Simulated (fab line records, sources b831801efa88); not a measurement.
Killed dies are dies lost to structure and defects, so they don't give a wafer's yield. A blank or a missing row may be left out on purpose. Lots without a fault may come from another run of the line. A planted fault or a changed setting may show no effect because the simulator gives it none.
fab line records | flow gf180mcu
record lots=24 wafers=72 last_day=34
route steps=602 shown M1@329 V1@349 V2@383 V3@451
lots that met no fault: from a run of the same line without faults
start_h: hours from the record's first day to the start of the lot's first wafer shown | wait_h: hours since the lot's step before | " the same as in the row above | L1.1+2: a row that stands for several wafers | - no value, or no start given | * or withheld: withheld | < > ~ a bound
route shown NAME@n: a module of which the file shows steps, and the number in the route of the first | usual: mean/standard deviation of fault-free wafers | same: alike in all rows | chamber/n: place in a boat | sites: the reading at each site | _std_site: their standard deviation | _edge_site: outer sites' mean less inner sites' | radius_mm: how far each site lies from the wafer's centre | mask NAME#n: copy n | behind: the tool/chamber that last shaped the wafer | hold: why the lot was held/for how many hours/how that ended | device: the transistor (n, p or np) that didn't switch | end of line: the same wafers' tests at the end of the route | a step without rows: its recipe alone | killed: dies lost to structure and defects at the first sort, not the wafer's yield | map: a wafer's dies, x killed, . not, _ none there
set.NAME: the setting as run; set.NAME@STEP: as run at that earlier step | model.NAME: the simulator's own value behind a step, which no gauge read
steps of the route over a sample of lots; a table a step, a row a wafer
services: from which hour (start_h, from the record's first day; less than 0 if before it) a tool's chamber was out of use, for how many hours, and why
## steps
# step GF_M1_CD_MEAS_14
# recipe target_cd_nm=230
# usual cd_nm=230.3/1.5
# columns lot.wafer tool chamber start_h wait_h cd_nm
L074.2 cd_sem-02 - 383.87 0.1 230.4
L074.3 " - " " 231.9
L074.4 " - " " 231.3
L075.2 cd_sem-01 - 395.92 0.1 231.6
L075.3 " - " " 232.5
L075.6 " - " " 231.5
L076.2 cd_sem-01 - 409.06 0.1 231.4
L076.4 " - " " 230.4
L076.5 " - " " 232.1
L077.1 cd_sem-02 - 412.50 0.1 230.6
L077.2 " - " " 230.6
L077.6 " - " " 231.6
L078.4 cd_sem-01 - 428.46 0.1 231.9
L078.5 " - " " 230.5
L078.6 " - " " 230.8
L079.2 cd_sem-01 - 439.52 0.1 228.8
L079.5 " - " " 229.8
L079.6 " - " " 229.5
L080.3 cd_sem-01 - 450.08 0.1 228.7
L080.4 " - " " 228.1
L080.6 " - " " 228.5
L081.3 cd_sem-01 - 454.94 0.1 230.8
L081.5 " - " " 230.4
L081.6 " - " " 230.7
L082.1 cd_sem-02 - 460.45 0.1 232.8
L082.3 " - " " 232.6
L082.4 " - " " 231.7
L083.3 cd_sem-02 - 471.93 0.1 230.2
L083.4 " - " " 230.2
L083.5 " - " " 229.9
L084.3 cd_sem-02 - 479.29 0.1 230.4
L084.4 " - " " 231.0
L084.6 " - " " 230.2
L085.1 cd_sem-02 - 484.20 0.1 230.4
L085.5 " - " " 229.9
L085.6 " - " " 230.5
L086.1 cd_sem-02 - 501.30 0.1 229.0
L086.4 " - " " 229.4
L086.6 " - " " 229.6
L087.1 cd_sem-02 - 505.80 0.1 229.5
L087.3 " - " " 229.3
L087.6 " - " " 230.2
L088.2 cd_sem-02 - 513.01 0.1 232.2
L088.4 " - " " 231.3
L088.6 " - " " 230.9
L089.3 cd_sem-01 - 519.73 0.1 227.9
L089.4 " - " " 227.6
L089.5 " - " " 229.0
L090.1 cd_sem-01 - 529.20 0.1 228.3
L090.3 " - " " 227.8
L090.4 " - " " 229.0
L091.2 cd_sem-02 - 534.92 0.1 230.9
L091.3 " - " " 230.7
L091.6 " - " " 229.3
L092.2 cd_sem-01 - 543.87 0.1 230.6
L092.3 " - " " 230.5
L092.4 " - " " 230.5
L093.2 cd_sem-02 - 551.62 0.1 229.2
L093.3 " - " " 228.8
L093.5 " - " " 230.4
L094.4 cd_sem-02 - 562.31 0.1 227.2
L094.5 " - " " 227.6
L094.6 " - " " 226.2
L095.1 cd_sem-02 - 565.64 0.1 234.5
L095.3 " - " " 233.7
L095.4 " - " " 234.1
L096.1 cd_sem-01 - 569.19 0.1 229.6
L096.3 " - " " 229.6
L096.6 " - " " 229.1
L097.3 cd_sem-01 - 581.89 0.1 231.7
L097.4 " - " " 230.3
L097.5 " - " " 231.1
# step GF_V1_CD_MEAS_14
# recipe target_cd_nm=260
# usual cd_nm=259.5/1.1
# columns lot.wafer tool chamber start_h wait_h cd_nm
L074.2 cd_sem-02 - 409.15 0.1 259.8
L074.3 " - " " 258.3
L074.4 " - " " 259.3
L075.2 cd_sem-02 - 419.40 0.1 258.4
L075.3 " - " " 259.7
L075.6 " - " " 259.8
L076.2 cd_sem-01 - 434.65 0.1 259.1
L076.4 " - " " 259.7
L076.5 " - " " 259.6
L077.1 cd_sem-01 - 437.65 0.1 261.1
L077.2 " - " " 260.2
L077.6 " - " " 261.8
L078.4 cd_sem-02 - 453.71 0.1 257.7
L078.5 " - " " 258.1
L078.6 " - " " 257.7
L079.2 cd_sem-02 - 465.33 0.1 259.0
L079.5 " - " " 258.3
L079.6 " - " " 259.2
L080.3 cd_sem-02 - 475.62 0.1 260.2
L080.4 " - " " 260.4
L080.6 " - " " 260.0
L081.3 cd_sem-02 - 481.09 0.1 261.5
L081.5 " - " " 260.3
L081.6 " - " " 259.8
L082.1 cd_sem-02 - 486.30 0.1 260.9
L082.3 " - " " 260.7
L082.4 " - " " 259.9
L083.3 cd_sem-02 - 497.99 0.1 258.6
L083.4 " - " " 258.0
L083.5 " - " " 257.1
L084.3 cd_sem-01 - 504.24 0.1 260.1
L084.4 " - " " 260.0
L084.6 " - " " 260.0
L085.1 cd_sem-01 - 509.28 0.1 259.6
L085.5 " - " " 260.8
L085.6 " - " " 259.7
L086.1 cd_sem-01 - 526.03 0.1 259.9
L086.4 " - " " 260.0
L086.6 " - " " 259.1
L087.1 cd_sem-01 - 530.75 0.1 258.8
L087.3 " - " " 258.2
L087.6 " - " " 259.3
L088.2 cd_sem-01 - 537.62 0.1 258.2
L088.4 " - " " 258.4
L088.6 " - " " 258.6
L089.3 cd_sem-01 - 544.47 0.1 261.4
L089.4 " - " " 260.0
L089.5 " - " " 261.4
L090.1 cd_sem-01 - 553.05 0.1 260.3
L090.3 " - " " 260.6
L090.4 " - " " 260.0
L091.2 cd_sem-01 - 558.85 0.1 257.5
L091.3 " - " " 257.8
L091.6 " - " " 257.7
L092.2 cd_sem-02 - 567.52 0.1 260.0
L092.3 " - " " 258.3
L092.4 " - " " 260.1
L093.2 cd_sem-02 - 575.05 0.1 258.6
L093.3 " - " " 259.7
L093.5 " - " " 259.0
L094.4 cd_sem-01 - 585.66 0.1 259.3
L094.5 " - " " 258.8
L094.6 " - " " 259.1
L095.1 cd_sem-01 - 589.00 0.1 259.6
L095.3 " - " " 260.7
L095.4 " - " " 260.9
L096.1 cd_sem-01 - 592.65 0.1 260.0
L096.3 " - " " 259.5
L096.6 " - " " 261.7
L097.3 cd_sem-01 - 604.52 0.1 258.9
L097.4 " - " " 259.6
L097.5 " - " " 260.2
# step GF_V1_RS_MEAS_24
# recipe thk_meas_gauge=four-point-probe reads=W_of_V1_CVD_23+TiN_of_V1_SPUTTER_22+Ti_of_V1_SPUTTER_21
# usual V1_W_RS=0.327/0.0039
# columns lot.wafer tool chamber start_h wait_h V1_W_RS[ohm/sq]
L074.2 film_metro-04 - 410.33 0.2 0.328
L074.3 " - " " 0.327
L074.4 " - " " 0.326
L075.2 film_metro-04 - 420.46 0.1 0.332
L075.3 " - " " 0.327
L075.6 " - " " 0.322
L076.2 film_metro-02 - 435.76 0.1 0.330
L076.4 " - " " 0.323
L076.5 " - " " 0.328
L077.1 film_metro-02 - 438.75 0.1 0.322
L077.2 " - " " 0.323
L077.6 " - " " 0.323
L078.4 film_metro-03 - 454.74 0.1 0.323
L078.5 " - " " 0.327
L078.6 " - " " 0.325
L079.2 film_metro-02 - 466.36 0.1 0.321
L079.5 " - " " 0.327
L079.6 " - " " 0.321
L080.3 film_metro-03 - 476.68 0.1 0.328
L080.4 " - " " 0.327
L080.6 " - " " 0.329
L081.3 film_metro-02 - 482.13 0.1 0.327
L081.5 " - " " 0.327
L081.6 " - " " 0.318
L082.1 film_metro-02 - 487.35 0.1 0.336
L082.3 " - " " 0.324
L082.4 " - " " 0.335
L083.3 film_metro-03 - 499.04 0.1 0.328
L083.4 " - " " 0.328
L083.5 " - " " 0.333
L084.3 film_metro-02 - 505.27 0.1 0.319
L084.4 " - " " 0.325
L084.6 " - " " 0.319
L085.1 film_metro-03 - 510.35 0.1 0.325
L085.5 " - " " 0.331
L085.6 " - " " 0.321
L086.1 film_metro-02 - 527.09 0.1 0.325
L086.4 " - " " 0.324
L086.6 " - " " 0.333
L087.1 film_metro-02 - 531.85 0.1 0.323
L087.3 " - " " 0.327
L087.6 " - " " 0.324
L088.2 film_metro-04 - 538.66 0.1 0.324
L088.4 " - " " 0.330
L088.6 " - " " 0.324
L089.3 film_metro-03 - 545.50 0.1 0.328
L089.4 " - " " 0.323
L089.5 " - " " 0.327
L090.1 film_metro-04 - 554.08 0.1 0.324
L090.3 " - " " 0.331
L090.4 " - " " 0.327
L091.2 film_metro-04 - 559.91 0.1 0.334
L091.3 " - " " 0.334
L091.6 " - " " 0.330
L092.2 film_metro-02 - 568.55 0.1 0.320
L092.3 " - " " 0.321
L092.4 " - " " 0.328
L093.2 film_metro-02 - 576.08 0.1 0.327
L093.3 " - " " 0.329
L093.5 " - " " 0.322
L094.4 film_metro-03 - 586.69 0.1 0.323
L094.5 " - " " 0.323
L094.6 " - " " 0.325
L095.1 film_metro-04 - 590.06 0.1 0.331
L095.3 " - " " 0.326
L095.4 " - " " 0.329
L096.1 film_metro-02 - 593.73 0.1 0.331
L096.3 " - " " 0.330
L096.6 " - " " 0.334
L097.3 film_metro-03 - 605.55 0.1 0.331
L097.4 " - " " 0.330
L097.5 " - " " 0.328
# step GF_V2_THK_MEAS_01
# recipe reads=SiO2_of_V2_CVD_00
# usual V2_CVD_00_THK=601/8.4
# columns lot.wafer tool chamber start_h wait_h V2_CVD_00_THK[nm]
L074.2 film_metro-01 - 436.16 0.0 610
L074.3 " - " " 596
L074.4 " - " " 602
L075.2 film_metro-04 - 447.00 0.0 604
L075.3 " - " " 607
L075.6 " - " " 609
L076.2 film_metro-03 - 461.86 0.2 603
L076.4 " - " " 598
L076.5 " - " " 596
L077.1 film_metro-01 - 465.00 0.0 602
L077.2 " - " " 583
L077.6 " - " " 601
L078.4 film_metro-04 - 481.38 0.0 605
L078.5 " - " " 617
L078.6 " - " " 601
L079.2 film_metro-01 - 492.20 0.0 606
L079.5 " - " " 612
L079.6 " - " " 604
L080.3 film_metro-04 - 502.22 0.1 605
L080.4 " - " " 613
L080.6 " - " " 604
L081.3 film_metro-04 - 507.05 0.1 612
L081.5 " - " " 608
L081.6 " - " " 597
L082.1 film_metro-03 - 512.40 0.0 611
L082.3 " - " " 611
L082.4 " - " " 613
L083.3 film_metro-04 - 523.93 0.1 605
L083.4 " - " " 608
L083.5 " - " " 592
L084.3 film_metro-03 - 530.42 0.1 611
L084.4 " - " " 598
L084.6 " - " " 610
L085.1 film_metro-03 - 535.41 0.0 602
L085.5 " - " " 616
L085.6 " - " " 600
L086.1 film_metro-01 - 551.85 0.0 604
L086.4 " - " " 612
L086.6 " - " " 608
L087.1 film_metro-01 - 556.09 0.0 598
L087.3 " - " " 588
L087.6 " - " " 589
L088.2 film_metro-03 - 562.52 0.0 597
L088.4 " - " " 592
L088.6 " - " " 585
L089.3 film_metro-01 - 569.71 0.1 587
L089.4 " - " " 593
L089.5 " - " " 595
L090.1 film_metro-01 - 578.70 0.0 594
L090.3 " - " " 592
L090.4 " - " " 593
L091.2 film_metro-03 - 583.52 0.0 592
L091.3 " - " " 595
L091.6 " - " " 597
L092.2 film_metro-04 - 591.35 0.0 602
L092.3 " - " " 599
L092.4 " - " " 593
L093.2 film_metro-03 - 599.28 0.0 593
L093.3 " - " " 593
L093.5 " - " " 600
L094.4 film_metro-01 - 609.44 0.0 602
L094.5 " - " " 615
L094.6 " - " " 603
L095.1 film_metro-04 - 613.07 0.0 604
L095.3 " - " " 588
L095.4 " - " " 598
L096.1 film_metro-03 - 616.16 0.0 600
L096.3 " - " " 602
L096.6 " - " " 610
L097.3 film_metro-01 - 627.56 0.1 605
L097.4 " - " " 606
L097.5 " - " " 586
# step GF_V2_CD_MEAS_14
# recipe target_cd_nm=260
# usual cd_nm=259.7/1.2
# columns lot.wafer tool chamber start_h wait_h cd_nm
L074.2 cd_sem-02 - 461.16 0.1 258.3
L074.3 " - " " 258.3
L074.4 " - " " 257.6
L075.2 cd_sem-02 - 471.55 0.1 260.9
L075.3 " - " " 260.3
L075.6 " - " " 259.9
L076.2 cd_sem-02 - 486.79 0.2 259.7
L076.4 " - " " 259.4
L076.5 " - " " 259.1
L077.1 cd_sem-01 - 490.34 0.1 259.7
L077.2 " - " " 260.1
L077.6 " - " " 259.5
L078.4 cd_sem-01 - 505.85 0.1 262.2
L078.5 " - " " 262.4
L078.6 " - " " 261.3
L079.2 cd_sem-02 - 516.27 0.1 258.6
L079.5 " - " " 260.0
L079.6 " - " " 258.9
L080.3 cd_sem-02 - 525.83 0.1 259.6
L080.4 " - " " 258.0
L080.6 " - " " 259.2
L081.3 cd_sem-02 - 531.33 0.1 262.0
L081.5 " - " " 260.5
L081.6 " - " " 261.2
L082.1 cd_sem-01 - 535.78 0.1 259.4
L082.3 " - " " 259.6
L082.4 " - " " 258.5
L083.3 cd_sem-01 - 547.79 0.1 258.8
L083.4 " - " " 260.3
L083.5 " - " " 260.5
L084.3 cd_sem-02 - 553.53 0.1 259.5
L084.4 " - " " 258.8
L084.6 " - " " 257.7
L085.1 cd_sem-01 - 558.30 0.1 258.9
L085.5 " - " " 260.1
L085.6 " - " " 259.9
L086.1 cd_sem-02 - 574.49 0.1 257.6
L086.4 " - " " 258.6
L086.6 " - " " 257.5
L087.1 cd_sem-02 - 578.68 0.1 260.7
L087.3 " - " " 260.7
L087.6 " - " " 262.2
L088.2 cd_sem-02 - 584.90 0.1 260.4
L088.4 " - " " 261.2
L088.6 " - " " 260.2
L089.3 cd_sem-02 - 592.34 0.1 261.6
L089.4 " - " " 260.8
L089.5 " - " " 260.3
L090.1 cd_sem-02 - 600.90 0.1 259.1
L090.3 " - " " 259.5
L090.4 " - " " 259.1
L091.2 cd_sem-01 - 605.47 0.1 261.2
L091.3 " - " " 261.5
L091.6 " - " " 261.4
L092.2 cd_sem-01 - 613.46 0.1 259.6
L092.3 " - " " 260.4
L092.4 " - " " 260.0
L093.2 cd_sem-02 - 620.96 0.1 259.8
L093.3 " - " " 260.4
L093.5 " - " " 259.5
L094.4 cd_sem-01 - 630.49 0.1 258.0
L094.5 " - " " 259.3
L094.6 " - " " 259.3
L095.1 cd_sem-01 - 634.49 0.1 257.9
L095.3 " - " " 257.2
L095.4 " - " " 258.0
L096.1 cd_sem-02 - 636.74 0.1 258.5
L096.3 " - " " 258.1
L096.6 " - " " 257.0
L097.3 cd_sem-01 - 648.24 0.1 258.8
L097.4 " - " " 259.2
L097.5 " - " " 260.3
# step GF_V3_SPUTTER_22
# recipe material=TiN target_thk_nm=10 chamber_pressure_pa=5 power_w=4000 time_s=40
# usual throttle_valve_pct=30.1/0.86
# columns lot.wafer tool chamber start_h wait_h throttle_valve_pct
L074.2 pvd_sputter-03 - 512.62 0.0 30.3
L074.3 " - " " 30.1
L074.4 " - " " 28.6
L075.2 pvd_sputter-03 - 522.98 0.0 30.3
L075.3 " - " " 28.3
L075.6 " - " " 28.5
L076.2 pvd_sputter-04 - 537.65 0.0 30.1
L076.4 " - " " 28.6
L076.5 " - " " 31.0
L077.1 pvd_sputter-02 - 541.00 0.0 31.3
L077.2 " - " " 30.9
L077.6 " - " " 31.0
L078.4 pvd_sputter-03 - 555.93 0.0 30.2
L078.5 " - " " 30.1
L078.6 " - " " 30.4
L079.2 pvd_sputter-02 - 565.88 0.0 31.2
L079.5 " - " " 30.4
L079.6 " - " " 30.2
L080.3 pvd_sputter-03 - 574.36 0.0 29.9
L080.4 " - " " 30.5
L080.6 " - " " 30.2
L081.3 pvd_sputter-02 - 579.58 0.0 30.6
L081.5 " - " " 30.7
L081.6 " - " " 30.4
L082.1 pvd_sputter-02 - 582.99 0.0 30.9
L082.3 " - " " 30.7
L082.4 " - " " 31.0
L083.3 pvd_sputter-02 - 596.19 0.0 30.6
L083.4 " - " " 31.4
L083.5 " - " " 31.0
L084.3 pvd_sputter-02 - 601.43 0.0 31.4
L084.4 " - " " 30.7
L084.6 " - " " 30.5
L085.1 pvd_sputter-02 - 605.03 0.0 31.1
L085.5 " - " " 31.0
L085.6 " - " " 30.2
L086.1 pvd_sputter-04 - 621.54 0.0 28.8
L086.4 " - " " 31.2
L086.6 " - " " 28.6
L087.1 pvd_sputter-03 - 625.64 0.0 28.2
L087.3 " - " " 30.3
L087.6 " - " " 28.6
L088.2 pvd_sputter-02 - 629.89 0.0 30.8
L088.4 " - " " 31.2
L088.6 " - " " 31.0
L089.3 pvd_sputter-02 - 637.03 0.0 30.8
L089.4 " - " " 30.3
L089.5 " - " " 31.1
L090.1 pvd_sputter-03 - 646.20 0.0 29.0
L090.3 " - " " 30.0
L090.4 " - " " 28.1
L091.2 pvd_sputter-03 - 650.52 0.0 29.0
L091.3 " - " " 29.9
L091.6 " - " " 30.0
L092.2 pvd_sputter-02 - 657.63 0.0 30.5
L092.3 " - " " 31.0
L092.4 " - " " 31.1
L093.2 pvd_sputter-04 - 664.71 0.0 28.4
L093.3 " - " " 30.0
L093.5 " - " " 30.0
L094.4 pvd_sputter-04 - 674.22 0.0 30.0
L094.5 " - " " 29.8
L094.6 " - " " 28.6
L095.1 pvd_sputter-02 - 677.21 0.0 30.5
L095.3 " - " " 30.7
L095.4 " - " " 30.3
L096.1 pvd_sputter-04 - 680.26 0.0 29.5
L096.3 " - " " 30.0
L096.6 " - " " 28.7
L097.3 pvd_sputter-03 - 690.38 0.0 29.8
L097.4 " - " " 28.4
L097.5 " - " " 29.3
## services
# columns tool chamber start_h hours kind
pvd_sputter-03 - 500.86 0.6 repair
pvd_sputter-03 - 532.68 7.4 repair
pvd_sputter-03 3 622.40 - consumable_replace:kit
pvd_sputter-03 3 622.40 18.0 scheduled_down
pvd_sputter-03 3 622.40 18.0 vent_cycle
pvd_sputter-02 3 637.69 - consumable_replace:kit
pvd_sputter-02 3 637.69 18.0 scheduled_down
pvd_sputter-02 3 637.69 18.0 vent_cycle
pvd_sputter-04 2 640.78 - consumable_replace:kit
pvd_sputter-04 2 640.78 18.0 scheduled_down
pvd_sputter-04 2 640.78 18.0 vent_cycle
pvd_sputter-03 - 671.58 1.7 repair
## key
fault none
